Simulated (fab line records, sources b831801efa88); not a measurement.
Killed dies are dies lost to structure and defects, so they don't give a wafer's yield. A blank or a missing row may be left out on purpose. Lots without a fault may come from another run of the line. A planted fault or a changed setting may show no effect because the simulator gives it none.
One fault seen from 2 desks | flow gf180mcu | each desk has only its own numbers; what lay behind them comes last

THE TOOL OWNER'S DESK: pecvd-04
The tool's own readings at GF_CONTACT_CVD_02 (deposits SiO2 from TEOS, target thk 860 nm, time 95.992 s): means of the sampled wafers that have a number, for each lot that ran on this tool. A lot is out of limits, marked OUT, if its mean lies more than 4 standard deviations from the usual mean; the brackets give that distance.
Columns: A = heater_power_w at GF_CONTACT_CVD_02, usual 640 W
lot  | first seen here | A
L321 | day 15 00:44    | 780
L325 | day 16 09:10    | 713
L327 | day 17 05:23    | 712
L328 | day 17 10:50    | 671
L329 | day 18 02:47    | 643
L330 | day 18 13:05    | 740
L339 | day 21 20:05    | 669
L341 | day 22 12:31    | 667
L343 | day 23 03:31    | 615
L344 | day 23 12:26    | 696
This desk's finding: nothing out of limits on any of the 10 lots.

THE METROLOGY DESK
What the gauges read, lot by lot, whatever tool the lot ran on: means of the sampled wafers that have a number. A lot is out of limits, marked OUT, if its mean lies more than 4 standard deviations from the usual mean; the brackets give that distance.
Columns: A = cd_nm at GF_SAB_CD_MEAS_09, usual 419.3 nm; B = SALICIDE_TIN_THK at GF_SALICIDE_THK_MEAS_05, usual 20.00 nm; C = CONTACT_CVD_02_THK at GF_CONTACT_THK_MEAS_03, usual 861 nm
lot  | first seen here | A     | B     | C
L321 | day 14 23:25    | 421.7 | 20.06 | 874
L325 | day 16 07:55    | 418.6 | 19.85 | 849
L326 | day 16 16:10    | 416.4 | 20.25 | 861
L327 | day 17 04:16    | 416.1 | 20.16 | 867
L328 | day 17 09:43    | 418.6 | 19.80 | 879
L329 | day 18 01:35    | 419.6 | 19.98 | 989 (+12) OUT
L330 | day 18 11:39    | 421.2 | 20.12 | 1063 (+18) OUT
L339 | day 21 18:58    | 420.5 | 20.01 | 871
L340 | day 22 10:12    | 418.3 | 20.08 | 850
L341 | day 22 11:24    | 415.3 | 20.03 | 848
L342 | day 22 23:14    | 418.6 | 20.02 | 863
L343 | day 23 02:26    | 424.7 | 19.97 | 873
L344 | day 23 11:16    | 422.0 | 19.83 | 858
This desk's finding: out of limits on L329, L330; first on L329, day 18 02:53 (CONTACT_CVD_02_THK at GF_CONTACT_THK_MEAS_03). In limits: L321, L325, L326, L327, L328, L339, L340, L341, L342, L343, L344.

PUT TOGETHER
The metrology desk could have raised an alarm at day 18 02:53, on L329, L330.
The tool owner's desk saw nothing out of limits.
The tool owner's desk has L329, L330 on record, within its limits.
Of the lots named, all ran GF_CONTACT_CVD_02 on pecvd-04.

WHAT THE SIMULATOR HAD PUT IN
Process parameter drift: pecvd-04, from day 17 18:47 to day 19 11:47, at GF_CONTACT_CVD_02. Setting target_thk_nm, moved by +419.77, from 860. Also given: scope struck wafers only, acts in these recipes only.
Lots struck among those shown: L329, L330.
Hours from the fault's start to each desk's first reading out of limits: the metrology desk, 8.
